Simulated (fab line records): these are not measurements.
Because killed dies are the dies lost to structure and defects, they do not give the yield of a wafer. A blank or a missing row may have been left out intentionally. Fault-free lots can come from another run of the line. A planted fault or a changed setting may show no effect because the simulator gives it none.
Which tool did it? + flow gf180mcu + 18 wafers from 6 lots sampled at 5 of the route's 602 steps

== WHAT THE GAUGES SHOWED, per wafer ==
GF_V2_THK_MEAS_01.
| lot  | measured     | on            | V2_CVD_00_THK (nm) |
|------|--------------|---------------|--------------------|
| L802 | day 19 12:20 | film metro-03 | 612 591 597        |
| L804 | day 20 04:47 | film metro-02 | 603 617 597        |
| L809 | day 22 03:53 | film metro-01 | 578 582 595        |
| L812 | day 23 09:09 | film metro-01 | 579 598 583        |
| L818 | day 25 09:41 | film metro-01 | 599 591 586        |
| L822 | day 26 13:38 | film metro-03 | 595 588 587        |

== WHAT TOOL EACH LOT RAN ON (gives the tool, then ch and the chambers of the sampled wafers, and finally the start) ==
| lot  | GF_LVPWELL_COAT_02               | GF_LVPWELL_STRIP_10                 | GF_CONTACT_ETCH_16                 | GF_M1_METAL_ETCH_16               |
|------|----------------------------------|-------------------------------------|------------------------------------|-----------------------------------|
| L802 | litho track-04 ch 0, day 3 19:37 | plasma asher-01 ch 0,1, day 4 02:43 | rie diel-04 ch 0,1,3, day 16 09:18 | rie metal-01 ch 1, day 17 09:35   |
| L804 | litho track-03 ch 0, day 4 06:33 | plasma asher-04 ch 0,1, day 4 13:35 | rie diel-04 ch 2,3, day 16 23:28   | rie metal-01 ch 1, day 18 00:25   |
| L809 | litho track-04 ch 0, day 5 09:39 | plasma asher-01 ch 0,1, day 5 17:35 | rie diel-02 ch 0,1,2, day 18 22:45 | rie metal-04 ch 0,1, day 20 00:04 |
| L812 | litho track-04 ch 0, day 6 03:18 | plasma asher-03 ch 0,1, day 6 11:29 | rie diel-02 ch 0,1,3, day 20 03:11 | rie metal-01 ch 0,1, day 21 04:43 |
| L818 | litho track-02 ch 0, day 7 13:31 | plasma asher-03 ch 0,1, day 7 21:35 | rie diel-03 ch 0,3, day 22 10:47   | rie metal-04 ch 0,1, day 23 10:57 |
| L822 | litho track-02 ch 0, day 8 09:53 | plasma asher-03 ch 0,1, day 8 18:42 | rie diel-02 ch 0,2,3, day 23 15:23 | rie metal-01 ch 0,1, day 24 15:31 |
- GF_LVPWELL_COAT_02: resist thk 3000 nm.
- GF_LVPWELL_STRIP_10: strips in O2/N2.
- GF_CONTACT_ETCH_16: etches BARC in N2/H2.
- GF_M1_METAL_ETCH_16: etches the open film in Cl2/BCl3, stops on SiO2, target depth 627.5 nm, time 104.6 s.

== THE ANSWER, worked out from the rows above alone ==
Rule: the usual values come from the lots themselves. Put in order of their means at a reading, lots are off if they are a third of the lots or fewer, leave a main group of 4 or more, and stand apart from it by a gap of 3 or more times the standard deviation of the main group's means; of several such gaps the widest counts. The tables above print the reading to a certain number of digits; a main group whose means all agree to those digits is not used. Also off: a lot with no number at a reading for which 4 or more lots have one. Any other lot the step has rows for is counted as sound.
Across all readings shown, no lot is off: no conclusion can be drawn from this.

== WHAT WAS PUT IN BY THE SIMULATOR ==
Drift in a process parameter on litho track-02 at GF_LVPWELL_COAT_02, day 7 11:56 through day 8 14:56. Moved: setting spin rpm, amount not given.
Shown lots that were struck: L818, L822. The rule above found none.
